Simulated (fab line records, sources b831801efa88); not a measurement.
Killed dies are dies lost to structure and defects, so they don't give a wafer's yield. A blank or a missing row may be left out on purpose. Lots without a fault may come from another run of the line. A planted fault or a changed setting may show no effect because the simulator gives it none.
One fault seen from 2 desks | flow gf180mcu | each desk has only its own numbers; what lay behind them comes last

THE TOOL OWNER'S DESK: rie_si-01
The tool's own readings at GF_STI_ETCH_14 (etches Si in HBr/Cl2/O2, target depth 360 nm, time 102.9 s): means of the sampled wafers that have a number, for each lot that ran on this tool. A lot is out of limits, marked OUT, if its mean lies more than 4 standard deviations from the usual mean; the brackets give that distance.
Columns: A = drypump_motor_current_A at GF_STI_ETCH_14, usual 5.7 A; B = oes_product_au at GF_STI_ETCH_14, usual 0.992 a.u.; C = run_length_s at GF_STI_ETCH_14, usual 131.3 s; D = throttle_valve_pct at GF_STI_ETCH_14, usual 25.661 %
lot  | first seen here | A   | B     | C               | D
L346 | day 2 01:14     | 5.8 | 0.985 | 131.2           | 25.666
L361 | day 5 06:37     | 5.6 | 0.991 | 120.8 (-25) OUT | 25.659
This desk's finding: out of limits on L361; first on L361, day 5 06:37 (run_length_s at GF_STI_ETCH_14). In limits: L346.

THE METROLOGY DESK
What the gauges read, lot by lot, whatever tool the lot ran on: means of the sampled wafers that have a number. A lot is out of limits, marked OUT, if its mean lies more than 4 standard deviations from the usual mean; the brackets give that distance.
Columns: A = STI_OXIDATION_THK at GF_STI_THK_MEAS_02, usual 10.06 nm; B = STI_CVD_03_THK at GF_STI_THK_MEAS_04, usual 206.7 nm; C = cd_nm at GF_STI_CD_MEAS_12, usual 220.0 nm
lot  | first seen here | A     | B     | C
L346 | day 1 11:31     | 10.14 | 212.3 | 220.7
L350 | day 2 07:31     | 9.80  | 204.8 | 219.3
L361 | day 4 14:31     | 10.18 | 208.7 | 218.9
L365 | day 5 12:25     | 10.06 | 207.3 | 220.3
L368 | day 6 02:35     | 10.01 | 205.7 | 219.9
This desk's finding: nothing out of limits on any of the 5 lots.

PUT TOGETHER
The tool owner's desk could have raised an alarm at day 5 06:37, on L361.
The metrology desk saw nothing out of limits.
The metrology desk has L361 on record, within its limits.
Of the lots named, all ran GF_STI_ETCH_14 on rie_si-01.

WHAT THE SIMULATOR HAD PUT IN
Process parameter drift: rie_si-01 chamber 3, from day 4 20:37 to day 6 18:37, at GF_STI_ETCH_14. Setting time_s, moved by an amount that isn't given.
Lots struck among those shown: L361.
Hours from the fault's start to each desk's first reading out of limits: the tool owner's desk, 10.
